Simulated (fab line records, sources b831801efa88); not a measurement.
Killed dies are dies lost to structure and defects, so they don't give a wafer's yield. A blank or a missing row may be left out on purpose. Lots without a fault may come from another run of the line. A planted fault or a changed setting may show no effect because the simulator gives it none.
Which tool did it? | flow gf180mcu | 11 lots, 33 wafers sampled, at 4 steps of a route of 602

WHAT THE GAUGES READ, wafer by wafer
GF_V3_THK_MEAS_03. Usual: V3_CVD_02_THK 845 nm, standard deviation 11.
lot  | measured     | on            | V3_CVD_02_THK (nm)          | flag
L888 | day 21 08:19 | film_metro-02 | 849 852 862                 |
L889 | day 21 19:04 | film_metro-02 | 838 857 858                 |
L891 | day 22 14:58 | film_metro-03 | 835 858 839                 |
L893 | day 23 08:07 | film_metro-02 | 837 828 846                 |
L894 | day 23 13:20 | film_metro-03 | 838 839 856                 |
L895 | day 23 23:46 | film_metro-03 | 861 863 874                 |
L899 | day 25 12:38 | film_metro-02 | 1521 1527 841 1521 1527 841 | OFF
L900 | day 25 21:22 | film_metro-04 | 1522 856 845 1522 857 844   | OFF
L909 | day 28 09:01 | film_metro-04 | 823 826 843                 |
L910 | day 28 16:00 | film_metro-03 | 828 858 854                 |
L911 | day 29 01:19 | film_metro-04 | 836 827 841                 |

WHICH TOOL RAN EACH LOT (tool, then ch and the chambers of the sampled wafers, then the start)
lot  | GF_M3_SPUTTER_01             | GF_M3_METAL_ETCH_16               | GF_V3_CVD_02
L888 | pvd_sputter-01, day 20 07:43 | rie_metal-01 ch 0, day 21 07:25   | pecvd-02 ch 0,2, day 21 08:14
L889 | pvd_sputter-03, day 20 17:25 | rie_metal-01 ch 0, day 21 18:04   | pecvd-02 ch 1,2, day 21 18:59
L891 | pvd_sputter-01, day 21 13:50 | rie_metal-04 ch 0,1, day 22 14:01 | pecvd-02 ch 0,1,2, day 22 14:52
L893 | pvd_sputter-03, day 22 07:23 | rie_metal-01 ch 0,1, day 23 07:14 | pecvd-04 ch 0,2, day 23 08:04
L894 | pvd_sputter-04, day 22 13:21 | rie_metal-04 ch 1, day 23 12:28   | pecvd-04 ch 0,1, day 23 13:16
L895 | pvd_sputter-04, day 22 23:50 | rie_metal-03 ch 0,1, day 23 22:54 | pecvd-04 ch 0,1,2, day 23 23:41
L899 | pvd_sputter-03, day 24 13:30 | rie_metal-04 ch 0,1, day 25 11:47 | pecvd-02 ch 0,1,2, day 25 12:34
L900 | pvd_sputter-01, day 24 22:10 | rie_metal-03 ch 0, day 25 20:25   | pecvd-02 ch 0,1,2, day 25 21:17
L909 | pvd_sputter-01, day 27 11:59 | rie_metal-04 ch 0,1, day 28 08:07 | pecvd-04 ch 0,1, day 28 08:56
L910 | pvd_sputter-01, day 27 19:02 | rie_metal-01 ch 0,1, day 28 15:07 | pecvd-01 ch 0,1,2, day 28 15:55
L911 | pvd_sputter-03, day 28 04:56 | rie_metal-01 ch 0,1, day 29 00:28 | pecvd-04 ch 0,1,2, day 29 01:15
- GF_M3_SPUTTER_01: material TiN, target thk 30 nm, time 25 s.
- GF_M3_METAL_ETCH_16: etches the open film in Cl2/BCl3, stops on SiO2, target depth 750.8 nm, time 125.1 s.
- GF_V3_CVD_02: deposits SiO2 from TEOS, target thk 850 nm, time 94.851 s.

WHAT THE TOOLS THEMSELVES READ (means of the sampled wafers that have a number; where no wafer has one, the mark that the record gives instead)
GF_M3_SPUTTER_01. Usual: throttle_valve_pct 30.2 %, standard deviation 0.81.
lot  | tool           | throttle_valve_pct (%) | flag
L888 | pvd_sputter-01 | 30.6                   |
L889 | pvd_sputter-03 | 28.9                   |
L891 | pvd_sputter-01 | 30.5                   |
L893 | pvd_sputter-03 | 29.8                   |
L894 | pvd_sputter-04 | 30.3                   |
L895 | pvd_sputter-04 | 30.3                   |
L899 | pvd_sputter-03 | 30.4                   |
L900 | pvd_sputter-01 | 30.2                   |
L909 | pvd_sputter-01 | 30.6                   |
L910 | pvd_sputter-01 | 30.2                   |
L911 | pvd_sputter-03 | 29.7                   |

GF_M3_METAL_ETCH_16. Usual: chamber_pressure_mTorr 8.001 mTorr, standard deviation 0.0072; drypump_motor_current_A 5.6 A, standard deviation 0.44; oes_product_au 0.992 a.u., standard deviation 0.0061; throttle_valve_pct 28.229 %, standard deviation 0.01.
lot  | tool         | chamber_pressure_mTorr (mTorr) | drypump_motor_current_A (A) | oes_product_au (a.u.) | throttle_valve_pct (%) | flag
L888 | rie_metal-01 | 8.007                          | 5.6                         | 0.992                 | 28.228                 |
L889 | rie_metal-01 | 8.002                          | 5.6                         | 0.994                 | 28.226                 |
L891 | rie_metal-04 | 8.006                          | 5.9                         | 0.992                 | 28.228                 |
L893 | rie_metal-01 | 7.997                          | 5.7                         | 0.985                 | 28.235                 |
L894 | rie_metal-04 | 7.994                          | 5.0                         | 0.993                 | 28.236                 |
L895 | rie_metal-03 | 8.003                          | 6.1                         | 0.990                 | 28.235                 |
L899 | rie_metal-04 | 8.006                          | 5.4                         | 0.997                 | 28.225                 |
L900 | rie_metal-03 | 7.999                          | 5.7                         | 1.002                 | 28.231                 |
L909 | rie_metal-04 | 7.997                          | 5.9                         | 0.991                 | 28.230                 |
L910 | rie_metal-01 | 8.002                          | 5.7                         | 0.996                 | 28.219                 |
L911 | rie_metal-01 | 7.995                          | 5.7                         | 0.989                 | 28.227                 |

GF_V3_CVD_02. Usual: heater_power_outer_w 396 W, standard deviation 48; heater_power_w 671 W, standard deviation 76.
lot  | tool     | heater_power_outer_w (W) | heater_power_w (W) | flag
L888 | pecvd-02 | 418                      | 713                |
L889 | pecvd-02 | 378                      | 660                |
L891 | pecvd-02 | 393                      | 681                |
L893 | pecvd-04 | 390                      | 677                |
L894 | pecvd-04 | 419                      | 741                |
L895 | pecvd-04 | 398                      | 657                |
L899 | pecvd-02 | 391                      | 676                |
L900 | pecvd-02 | 438                      | 738                |
L909 | pecvd-04 | 429                      | 724                |
L910 | pecvd-01 | 307                      | 558                |
L911 | pecvd-04 | 397                      | 657                |

THE ANSWER, worked out from the rows above alone
Rule: a lot is off if the mean of its wafers that have a number lies more than 3 standard deviations from the usual mean. A lot without any number at a reading at which 4 lots or more have one is off too. The other lots that the step has rows for count as sound. The gauges are gone through in route order, then the tools' own readings, and for those a lot's mean is taken as printed above. The first step at which some lot is off is used, and at that step the reading that is off furthest; a lot without a number counts as furthest.
Off: L899, L900, at GF_V3_THK_MEAS_03 (V3_CVD_02_THK).
A tool fits if, at a process step before that reading, it ran every lot that is off, and no sound lot after the first of them. The gauges at GF_V3_THK_MEAS_03 are tried like those tools. One fits: pecvd-02 at GF_V3_CVD_02. Its last sound lot is L891 (day 22 14:52), its first lot that is off L899 (day 25 12:34): a fault that began between those two fits.

WHAT THE SIMULATOR HAD PUT IN
Process parameter drift: pecvd-02, from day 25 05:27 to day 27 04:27, at GF_V3_CVD_02. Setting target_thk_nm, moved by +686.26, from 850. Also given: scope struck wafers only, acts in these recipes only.
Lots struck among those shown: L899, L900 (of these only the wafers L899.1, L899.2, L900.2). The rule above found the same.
